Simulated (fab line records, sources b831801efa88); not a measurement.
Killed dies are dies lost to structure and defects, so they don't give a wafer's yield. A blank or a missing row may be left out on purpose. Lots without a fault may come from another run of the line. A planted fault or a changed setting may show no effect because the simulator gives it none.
Problem report in the 8D (eight disciplines) form, filled by code | flow gf180mcu | the parts of the form that need people (team, actions taken, sign-off) are left out

1. THE PROBLEM
dose_ions_cm2 at GF_HV_LDD_IMPLANT_21 reads a mean of 5e+13 on 6 wafers of 2 lots; wafers without a fault read 5e+13 with a standard deviation of 4.5e+10. That is +26 standard deviations from the usual mean.
First seen on wafer L723.2, day 14 19:11, on implanter-01. The record holds 18 wafers of 6 lots with a number at this step. Rule for "out", or "out of limits": more than 4 standard deviations from the usual mean. The other wafers with a number count as sound.

2. WHAT IT IS AND WHAT IT IS NOT
question                    | is                     | is not
which readings at this step | dose_ions_cm2          | end_station_pressure_torr
which lots                  | L723, L724             | L711, L714, L730, L731
which wafers of those lots  | all that have a number | -
read on which tools         | implanter-01           | implanter-03, implanter-04
when                        | from day 14 19:11      | up to then (6 sound wafers); but 6 sound wafers of L730, L731 came after

3. SUSPECTS, AND WHAT RULES EACH OUT
Counting: a tool at a process step up to the reading stays a suspect if it ran every lot that is out and no sound lot after the first of them.
- plasma_asher-04 at GF_HV_LDD_STRIP_10 (strips in O2/N2): ruled out as a lasting fault. Sound lots L731, L730 ran on it after its first lot that is out, L723 (day 13 23:20).
- implanter-01 at GF_HV_LDD_IMPLANT_21: kept. It ran every lot that is out, first L723 (day 14 19:11), and no sound lot after that; its last sound lot up to then is L714 (day 11 15:01). Its own readings are out on those wafers: dose_ions_cm2.
Left after counting: implanter-01 at GF_HV_LDD_IMPLANT_21.

4. THE CAUSE (what the simulator had put in)
Process parameter drift: implanter-01, from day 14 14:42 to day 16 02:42, at GF_HV_LDD_IMPLANT_21. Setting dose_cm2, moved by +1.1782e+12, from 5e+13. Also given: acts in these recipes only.
Counting left only this tool.

5. THE CHAIN OF EFFECTS, in route order
Each row: a reading whose mean over the struck wafers that have a number lies more than 3 standard deviations from the usual. Only readings for which the record gives a usual standard deviation are gone through. hours: the time from each lot's start at the first step in this table that gives one to its start at this step, as a median over the lots. sigmas: the change in usual standard deviations.
hours | step                 | reading       | usual | on struck wafers | change | sigmas
0     | GF_HV_LDD_IMPLANT_21 | dose_ions_cm2 | 5e+13 | 5e+13            | +1e+12 | +26
The process steps in it:
- GF_HV_LDD_IMPLANT_21

6. WHAT WOULD HAVE CAUGHT IT SOONER
In this record the first reading out of limits was taken at day 14 19:11, 4 hours after the fault began at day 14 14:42.
